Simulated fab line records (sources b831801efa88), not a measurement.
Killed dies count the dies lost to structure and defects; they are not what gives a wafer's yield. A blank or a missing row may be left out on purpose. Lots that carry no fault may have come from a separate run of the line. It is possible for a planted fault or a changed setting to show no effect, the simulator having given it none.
A lot that was struck, set against a sound lot :: flow sky130 :: 17 steps out of a route of 708
Sound: these wafers, L895.2, L895.4, L895.6. Wafers struck: L909.3, L909.5, L909.6. The cause is given at the end.
Each step with rows lists, per side, the tool, then ch with its chambers, then its first start. Under that, the readings that differ: sound wafers :: struck wafers :: difference of the means :: sigmas: that difference in standard deviations of wafers without a fault.
alike: words and numbers the same on both sides, and readings whose means are apart by under 2 such deviations; not compared: readings that were withheld, readings missing a value for some wafer, numbers with overlapping values and no deviation given by the record, and bounds like >300 which may hide the same value.
A row with sigmas, a row that says differs or no value, or rows on one side alone: a step with any of these is where the two part. Numbers that have no deviation but don't overlap get no sigmas and don't part them. A reading that every wafer of one side lacks parts them only if that side has two wafers or more.

first, 1 step without rows for these wafers: SKY_VT_ADJUST_LVTN_IMPLANT_19.
SKY_VT_ADJUST_LVTN_STRIP_20: strips in O2/N2.
  sound on plasma asher-03 ch 0,1, day 8 15:20; struck on plasma asher-01 ch 0,1, day 12 17:49
  alike: drypump motor current A, n2 flow sccm, o2 flow sccm, oes product au, strip time to endpoint s
  not compared: rf hours counter h
SKY_VT_ADJUST_LVTN_TW_MEAS_21:
  sound on film metro-04 at day 8 15:26; struck on film metro-04 at day 12 17:54
  alike: VT_ADJUST_LVTN_2_TW
then, 7 steps without rows for these wafers: SKY_VT_ADJUST_NCORE_DEHYDRATE_00 (time 60 s); SKY_VT_ADJUST_NCORE_HMDS_01 (prime time 60 s); SKY_VT_ADJUST_NCORE_COAT_02 (resist thk 1140 nm); SKY_VT_ADJUST_NCORE_SOFTBAKE_03 (time 60 s); SKY_VT_ADJUST_NCORE_EXPOSE_04 (exposes mask LVTN COMPLEMENT THIN, target cd 380 nm); SKY_VT_ADJUST_NCORE_PEB_05; SKY_VT_ADJUST_NCORE_DEVELOP_06 (develop time 60 s).
SKY_VT_ADJUST_NCORE_CD_MEAS_07 targets a cd of 380 nm.
  sound on cd sem-02 at day 9 11:43; struck on cd sem-02 at day 13 18:14
  alike: cd nm
SKY_VT_ADJUST_NCORE_OVL_MEAS_08:
  sound on overlay-02 at day 9 11:49; struck on overlay-02 at day 13 18:20
  alike: VT_ADJUST_NCORE_OVL
SKY_VT_ADJUST_NCORE_IMPLANT_09:
  sound on implanter-01 ch 0, day 9 11:53; struck on implanter-04 ch 0, day 13 18:43
  alike: beam energy keV
SKY_VT_ADJUST_NCORE_STRIP_10: strips in O2/N2.
  sound on plasma asher-02 ch 0,1, day 9 12:00; struck on plasma asher-02 ch 0,1, day 13 18:51
reading: strip time to endpoint s (s)
sound: 14.30 14.29 14.27
struck: 14.16 14.19 14.16
difference: -0.12
sigmas: -3
  alike: drypump motor current A, n2 flow sccm, o2 flow sccm, oes product au
  not compared: rf hours counter h
SKY_VT_ADJUST_NCORE_TW_MEAS_11:
  sound on film metro-03 at day 9 12:07; struck on film metro-02 at day 13 18:56
reading: VT_ADJUST_NCORE_TW
sound: 222.5 221.2 221.2
struck: 269.3 268.1 267.9
difference: +46.8
sigmas: +36
then, 2 steps without rows for these wafers: SKY_VT_ADJUST_HVTR_DEHYDRATE_00 (time 60 s); SKY_PAD_OPEN_PROBE_99.

## WHERE THEY PART
Earliest at SKY_VT_ADJUST_NCORE_STRIP_10; latest, in this record, at SKY_VT_ADJUST_NCORE_TW_MEAS_11.

WHY: whatever the simulator had introduced
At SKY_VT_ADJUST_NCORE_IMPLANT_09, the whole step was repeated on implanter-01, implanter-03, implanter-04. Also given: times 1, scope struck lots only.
